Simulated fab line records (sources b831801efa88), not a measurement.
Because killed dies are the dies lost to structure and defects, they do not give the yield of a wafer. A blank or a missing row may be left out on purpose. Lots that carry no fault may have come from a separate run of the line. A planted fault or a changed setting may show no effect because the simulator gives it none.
One fault through the eyes of 2 desks -- flow gf180mcu -- numbers are kept per desk, each desk with only its own; the story behind them comes last

## AT THE TOOL OWNER'S DESK: rie_si-02
The tool's own readings at GF_POLY_GATE_ETCH_13 (etches poly-Si in HBr/Cl2, stops on SiO2, target depth 198.5 nm, time 69.6 s): means of the sampled wafers that have a number, for each lot that ran on this tool. If a lot's mean is further than 4 standard deviations from the usual mean, the lot is out of limits and carries the mark OUT (the distance appears in the brackets).
Columns: A = drypump_motor_current_A at GF_POLY_GATE_ETCH_13, usual 5.8 A; B = he_backside_leak_sccm at GF_POLY_GATE_ETCH_13, usual 2.69 sccm; C = oes_product_au at GF_POLY_GATE_ETCH_13, usual 0.990 a.u.; D = run_length_s at GF_POLY_GATE_ETCH_13, usual 97.9 s; E = throttle_valve_pct at GF_POLY_GATE_ETCH_13, usual 33.684 %
lot,first seen here,A,B,C,D,E
L694,day 9 05:01,5.9,2.83,0.976,97.5,33.682
L705,day 12 11:50,6.1,2.75,0.964,101.2 (+6.9) OUT,33.676
L706,day 12 16:13,5.8,2.51,0.956 (-4.2) OUT,101.2 (+6.9) OUT,33.683
This desk's finding: out of limits on L705, L706; first on L705, day 12 11:50 (run_length_s at GF_POLY_GATE_ETCH_13). L694: within limits.

## METROLOGY DESK
What the gauges read, lot by lot, whatever tool the lot ran on: means of the sampled wafers that have a number. If a lot's mean is further than 4 standard deviations from the usual mean, the lot is out of limits and carries the mark OUT (the distance appears in the brackets).
Columns: A = POLY_GATE_CVD_00_THK at GF_POLY_GATE_THK_MEAS_01, usual 200.3 nm; B = cd_nm at GF_POLY_GATE_CD_MEAS_10, usual 280.5 nm; C = POLY_GATE_OVL at GF_POLY_GATE_OVL_MEAS_11, usual 3 nm
lot,first seen here,A,B,C
L694,day 8 12:08,197.3,278.9,12
L705,day 11 16:06,202.4,281.9,4
L706,day 11 21:52,199.6,280.3,-4
L714,day 14 02:40,199.3,281.5,-2
L715,day 15 03:50,199.4,279.9,6
L717,day 15 08:33,201.4,280.9,-2
This desk found nothing out of limits on any of the 6 lots.

## BROUGHT TOGETHER
The tool owner's desk had the chance to raise an alarm at day 12 11:50 on L705, L706.
Metrology desk: nothing out of limits seen.
The metrology desk has L705, L706 on record, within its limits.
Every lot named ran GF_POLY_GATE_ETCH_13 on rie_si-02.

## WHAT THE SIMULATOR HAD PUT IN
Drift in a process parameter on rie_si-02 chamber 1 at GF_POLY_GATE_ETCH_13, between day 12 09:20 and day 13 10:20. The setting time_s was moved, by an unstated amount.
Struck lots among those shown: L705, L706.
Delay in hours, fault start to first out-of-limits reading, by desk: the tool owner's desk at 2.
